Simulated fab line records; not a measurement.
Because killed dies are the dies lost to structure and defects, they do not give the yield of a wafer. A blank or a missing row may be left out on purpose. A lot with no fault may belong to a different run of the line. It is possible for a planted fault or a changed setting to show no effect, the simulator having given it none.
Which tool did it? ; flow gf180mcu ; 13 lots, 39 wafers sampled, at 5 steps of a route of 602

## WHAT THE GAUGES SHOWED, per wafer
GF_V1_CD_MEAS_14 targets a cd of 260 nm.
lot;measured;on;cd nm (nm)
L896;day 18 02:37;cd sem-01;258.7 258.8 258.4
L897;day 18 17:11;cd sem-02;260.2 259.9 260.3
L898;day 18 20:34;cd sem-01;260.8 260.1 260.4
L899;day 19 10:05;cd sem-02;260.1 260.7 260.7
L901;day 20 04:51;cd sem-01;259.8 258.5 258.5
L903;day 20 21:55;cd sem-02;260.7 260.0 260.9
L904;day 21 08:04;cd sem-01;259.5 261.3 259.5
L905;day 21 09:59;cd sem-02;261.8 261.7 262.1
L908;day 22 20:52;cd sem-01;260.6 260.5 260.0
L909;day 23 06:42;cd sem-01;261.1 260.5 261.1
L912;day 24 08:44;cd sem-02;261.4 261.3 261.5
L913;day 24 13:45;cd sem-02;260.3 260.8 259.5
L915;day 25 00:27;cd sem-02;259.2 259.6 258.6

GF_V1_OVL_MEAS_15.
lot;measured;on;V1_OVL (nm)
L896;day 18 02:42;overlay-01;-18 -14 -13
L897;day 18 17:18;overlay-02;-3 7 11
L898;day 18 20:41;overlay-02;-12 -12 -9
L899;day 19 10:12;overlay-02;0 -4 1
L901;day 20 04:58;overlay-01;-2 -3 -4
L903;day 20 22:01;overlay-01;2 5 -4
L904;day 21 08:10;overlay-01;-2 -4 0
L905;day 21 10:06;overlay-02;10 2 10
L908;day 22 20:57;overlay-02;1 -1 -3
L909;day 23 06:49;overlay-02;1 -3 -5
L912;day 24 08:50;overlay-02;-2 -7 -2
L913;day 24 13:52;overlay-01;-13 -10 -2
L915;day 25 00:34;overlay-02;3 -3 0

GF_M2_CD_MEAS_14 targets a cd of 280 nm.
lot;measured;on;cd nm (nm)
L896;day 19 04:55;cd sem-01;282.5 282.2 282.9
L897;day 19 19:34;cd sem-01;279.6 279.5 278.8
L898;day 19 22:49;cd sem-02;280.9 279.6 280.7
L899;day 20 12:33;cd sem-02;280.3 280.8 279.6
L901;day 21 06:41;cd sem-02;280.6 280.8 280.4
L903;day 21 23:32;cd sem-02;279.5 280.7 278.8
L904;day 22 09:40;cd sem-02;279.7 279.7 280.1
L905;day 22 11:35;cd sem-02;279.4 279.3 280.1
L908;day 23 21:07;cd sem-01;279.2 278.6 278.5
L909;day 24 07:07;cd sem-02;275.2 276.1 276.6
L912;day 25 07:58;cd sem-02;289.7 289.7 289.6 289.5 289.8 289.4
L913;day 25 12:34;cd sem-01;281.4 280.4 281.7
L915;day 25 23:18;cd sem-01;291.0 289.7 290.2 291.0 289.9 290.4

## EACH LOT AND THE TOOL THAT RAN IT (in order: tool; ch and the chambers of the sampled wafers; start)
lot;GF_V1_CVD_23;GF_M2_EXPOSE_11
L896;cvd w-01 ch 0,1, day 18 03:32;krf scanner-01 ch 0, day 18 16:26
L897;cvd w-01 ch 0,1, day 18 18:07;krf scanner-01 ch 0, day 19 06:50
L898;cvd w-02 ch 1, day 18 21:29;krf scanner-02 ch 0, day 19 10:38
L899;cvd w-02 ch 0,1, day 19 11:29;krf scanner-02 ch 0, day 20 00:51
L901;cvd w-02 ch 0,1, day 20 05:46;krf scanner-02 ch 0, day 20 18:37
L903;cvd w-02 ch 0,1, day 20 22:52;krf scanner-01 ch 0, day 21 11:20
L904;cvd w-01 ch 0,1, day 21 09:03;krf scanner-01 ch 0, day 21 21:59
L905;cvd w-02 ch 0,1, day 21 10:58;krf scanner-01 ch 0, day 22 00:26
L908;cvd w-01 ch 0,1, day 22 21:47;krf scanner-02 ch 0, day 23 09:58
L909;cvd w-02 ch 0,1, day 23 07:38;krf scanner-02 ch 0, day 23 20:06
L912;cvd w-02 ch 0,1, day 24 09:40;krf scanner-01 ch 0, day 24 21:50
L913;cvd w-01 ch 0, day 24 14:44;krf scanner-02 ch 0, day 25 02:24
L915;cvd w-02 ch 1, day 25 01:25;krf scanner-01 ch 0, day 25 12:36
- GF_V1_CVD_23: deposits W, target thk 350 nm, time 105.05 s.
- GF_M2_EXPOSE_11: exposes mask Metal2, target cd 280 nm.

## WHAT THE TOOLS THEMSELVES READ (means of the sampled wafers that have a number; where no wafer has one, the mark that the record gives instead)
GF_V1_CVD_23.
lot;tool;heater power w (W)
L896;cvd w-01;880
L897;cvd w-01;871
L898;cvd w-02;725
L899;cvd w-02;756
L901;cvd w-02;757
L903;cvd w-02;806
L904;cvd w-01;872
L905;cvd w-02;802
L908;cvd w-01;878
L909;cvd w-02;810
L912;cvd w-02;775
L913;cvd w-01;900
L915;cvd w-02;743

GF_M2_EXPOSE_11.
lot;tool;exposure dose mJ cm2
L896;krf scanner-01;27.975
L897;krf scanner-01;27.992
L898;krf scanner-02;27.993
L899;krf scanner-02;27.993
L901;krf scanner-02;27.993
L903;krf scanner-01;27.983
L904;krf scanner-01;27.995
L905;krf scanner-01;27.971
L908;krf scanner-02;27.983
L909;krf scanner-02;27.976
L912;krf scanner-01;25.893
L913;krf scanner-02;27.996
L915;krf scanner-01;26.284

## THE ANSWER, worked out from the rows above alone
Rule: usual is defined by the lots themselves. The widest of any qualifying gaps counts: lots, ordered by their means at a reading, are off when they make up no more than a third of the lots, leave a main group of 4 or more, and stand apart from it by 3 or more times the standard deviation of that group's means. If all means in a main group match to the digits the tables above print for the reading, that group is not used. Also off: a lot with no number at a reading for which 4 or more lots have one. Any other lot the step has rows for is counted as sound. The gauges are gone through in route order, then the tools' own readings, and for those a lot's mean is taken as printed above. The first step at which some lot is off is used, and at that step the reading that is off furthest; a lot without a number counts as furthest.
Off, at GF_M2_CD_MEAS_14 on cd nm: L912, L915. The main group: mean 279.8 nm, standard deviation 1.6.
If a tool, at a process step before that reading, ran all the lots that are off and no sound lot after the first of them, it fits. Not tried: the gauges at GF_M2_CD_MEAS_14; whatever is off there is also off at GF_M2_EXPOSE_11, on other tools, and gauge error can't account for it. This does not decide it: 2 tools fit, namely cvd w-02 at GF_V1_CVD_23 and krf scanner-01 at GF_M2_EXPOSE_11.

## WHAT THE SIMULATOR HAD PUT IN
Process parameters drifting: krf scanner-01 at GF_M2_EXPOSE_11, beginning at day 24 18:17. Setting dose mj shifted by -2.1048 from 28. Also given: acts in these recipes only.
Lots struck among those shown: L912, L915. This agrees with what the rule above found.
